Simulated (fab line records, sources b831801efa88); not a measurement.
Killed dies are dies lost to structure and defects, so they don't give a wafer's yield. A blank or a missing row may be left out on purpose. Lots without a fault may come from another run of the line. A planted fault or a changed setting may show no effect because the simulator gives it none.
Which tool did it? | flow gf180mcu | 12 lots, 36 wafers sampled, at 5 steps of a route of 602

WHAT THE GAUGES READ, wafer by wafer
GF_CONTACT_THK_MEAS_03.
lot  | measured     | on            | CONTACT_CVD_02_THK (nm)
L444 | day 15 10:04 | film_metro-03 | 855 876 872
L450 | day 17 07:15 | film_metro-01 | 844 872 868
L451 | day 17 21:43 | film_metro-02 | 863 874 875
L452 | day 18 07:52 | film_metro-03 | 853 853 866
L453 | day 18 14:28 | film_metro-02 | 863 860 886
L456 | day 19 16:47 | film_metro-02 | 845 835 838
L457 | day 19 19:50 | film_metro-03 | 848 855 870
L458 | day 20 11:26 | film_metro-01 | 876 865 864
L459 | day 20 18:06 | film_metro-02 | 860 869 866
L460 | day 21 06:16 | film_metro-02 | 849 862 867
L464 | day 22 08:56 | film_metro-01 | 857 839 862
L465 | day 22 15:11 | film_metro-01 | 852 872 863

GF_V1_THK_MEAS_03.
lot  | measured     | on            | V1_CVD_02_THK (nm)
L444 | day 17 09:27 | film_metro-04 | 838 858 853
L450 | day 19 10:02 | film_metro-04 | 850 867 872
L451 | day 20 00:16 | film_metro-02 | 850 859 861
L452 | day 20 11:25 | film_metro-04 | 849 841 859
L453 | day 20 17:36 | film_metro-01 | 815 858 854
L456 | day 21 20:02 | film_metro-01 | 819 834 852
L457 | day 21 23:49 | film_metro-04 | 844 856 869
L458 | day 22 14:05 | film_metro-02 | 851 860 859
L459 | day 22 20:56 | film_metro-02 | 859 853 875
L460 | day 23 07:40 | film_metro-04 | 839 840 842
L464 | day 24 09:15 | film_metro-02 | 846 845 865
L465 | day 24 15:27 | film_metro-01 | 843 864 862

WHICH TOOL RAN EACH LOT (tool, then ch and the chambers of the sampled wafers, then the start)
lot  | GF_CONTACT_SPUTTER_22        | GF_M1_SPUTTER_03             | GF_V1_CVD_02
L444 | pvd_sputter-03, day 16 08:44 | pvd_sputter-02, day 16 09:34 | pecvd-01 ch 0,2, day 17 09:22
L450 | pvd_sputter-03, day 18 07:32 | pvd_sputter-01, day 18 08:22 | pecvd-02 ch 0,1,2, day 19 09:57
L451 | pvd_sputter-03, day 18 21:47 | pvd_sputter-02, day 18 22:37 | pecvd-04 ch 0,1, day 20 00:11
L452 | pvd_sputter-04, day 19 09:10 | pvd_sputter-01, day 19 10:01 | pecvd-01 ch 1,2, day 20 11:21
L453 | pvd_sputter-01, day 19 15:41 | pvd_sputter-01, day 19 16:32 | pecvd-01 ch 1,2, day 20 17:31
L456 | pvd_sputter-04, day 20 17:58 | pvd_sputter-02, day 20 18:49 | pecvd-01 ch 0,1,2, day 21 19:58
L457 | pvd_sputter-03, day 20 21:16 | pvd_sputter-02, day 20 22:07 | pecvd-02 ch 0,2, day 21 23:44
L458 | pvd_sputter-04, day 21 12:40 | pvd_sputter-01, day 21 13:31 | pecvd-02 ch 0,1,2, day 22 14:01
L459 | pvd_sputter-04, day 21 19:25 | pvd_sputter-02, day 21 20:16 | pecvd-02 ch 1,2, day 22 20:50
L460 | pvd_sputter-01, day 22 06:43 | pvd_sputter-03, day 22 07:34 | pecvd-04 ch 0,1,2, day 23 07:35
L464 | pvd_sputter-03, day 23 09:26 | pvd_sputter-01, day 23 10:17 | pecvd-01 ch 0,2, day 24 09:11
L465 | pvd_sputter-03, day 23 15:19 | pvd_sputter-02, day 23 16:10 | pecvd-01 ch 0,2, day 24 15:23
- GF_CONTACT_SPUTTER_22: material Ti, target thk 15 nm, time 80.02 s.
- GF_M1_SPUTTER_03: material Ti, target thk 10 nm, time 6.7 s.
- GF_V1_CVD_02: deposits SiO2 from TEOS, target thk 850 nm, time 94.851 s.

WHAT THE TOOLS THEMSELVES READ (means of the sampled wafers that have a number; where no wafer has one, the mark that the record gives instead)
GF_CONTACT_SPUTTER_22.
lot  | tool           | cathode_dc_power_W (W) | throttle_valve_pct (%)
L444 | pvd_sputter-03 | 2499.4                 | 29.9
L450 | pvd_sputter-03 | 2499.9                 | 30.0
L451 | pvd_sputter-03 | 2499.6                 | 29.4
L452 | pvd_sputter-04 | 2500.1                 | 29.0
L453 | pvd_sputter-01 | 2499.6                 | 30.2
L456 | pvd_sputter-04 | 2500.7                 | 28.6
L457 | pvd_sputter-03 | 2500.4                 | 30.3
L458 | pvd_sputter-04 | 2500.0                 | 28.8
L459 | pvd_sputter-04 | 2500.3                 | 29.0
L460 | pvd_sputter-01 | 2499.9                 | 30.8
L464 | pvd_sputter-03 | 2499.9                 | 30.5
L465 | pvd_sputter-03 | 2500.1                 | 30.6

GF_M1_SPUTTER_03.
lot  | tool           | cathode_dc_power_W (W) | throttle_valve_pct (%)
L444 | pvd_sputter-02 | 2999.9                 | 30.3
L450 | pvd_sputter-01 | 2999.9                 | 30.6
L451 | pvd_sputter-02 | 2999.8                 | 30.5
L452 | pvd_sputter-01 | 3000.4                 | 31.0
L453 | pvd_sputter-01 | 3000.1                 | 31.2
L456 | pvd_sputter-02 | 3000.3                 | 30.2
L457 | pvd_sputter-02 | 2999.9                 | 30.2
L458 | pvd_sputter-01 | 2999.8                 | 30.2
L459 | pvd_sputter-02 | 3000.3                 | 29.9
L460 | pvd_sputter-03 | 2999.4                 | 29.9
L464 | pvd_sputter-01 | 3000.3                 | 30.3
L465 | pvd_sputter-02 | 3000.0                 | 29.6

GF_V1_CVD_02.
lot  | tool     | heater_power_w (W)
L444 | pecvd-01 | 638
L450 | pecvd-02 | 667
L451 | pecvd-04 | 622
L452 | pecvd-01 | 736
L453 | pecvd-01 | 652
L456 | pecvd-01 | 699
L457 | pecvd-02 | 690
L458 | pecvd-02 | 584
L459 | pecvd-02 | 650
L460 | pecvd-04 | 660
L464 | pecvd-01 | 697
L465 | pecvd-01 | 673

THE ANSWER, worked out from the rows above alone
Rule: what is usual is taken from the lots themselves. Put in order of their means at a reading, lots are off if they are a third of the lots or fewer, leave a main group of 4 or more, and stand apart from it by a gap of 3 or more times the standard deviation of the main group's means; of several such gaps the widest counts. A main group whose means are all the same, to the digits that the tables above print for the reading, isn't used. A lot without any number at a reading at which 4 lots or more have one is off too. The other lots that the step has rows for count as sound. The gauges are gone through in route order, then the tools' own readings, and for those a lot's mean is taken as printed above. The first step at which some lot is off is used, and at that step the reading that is off furthest; a lot without a number counts as furthest.
No lot is off at any reading shown: from this, nothing can be told.

WHAT THE SIMULATOR HAD PUT IN
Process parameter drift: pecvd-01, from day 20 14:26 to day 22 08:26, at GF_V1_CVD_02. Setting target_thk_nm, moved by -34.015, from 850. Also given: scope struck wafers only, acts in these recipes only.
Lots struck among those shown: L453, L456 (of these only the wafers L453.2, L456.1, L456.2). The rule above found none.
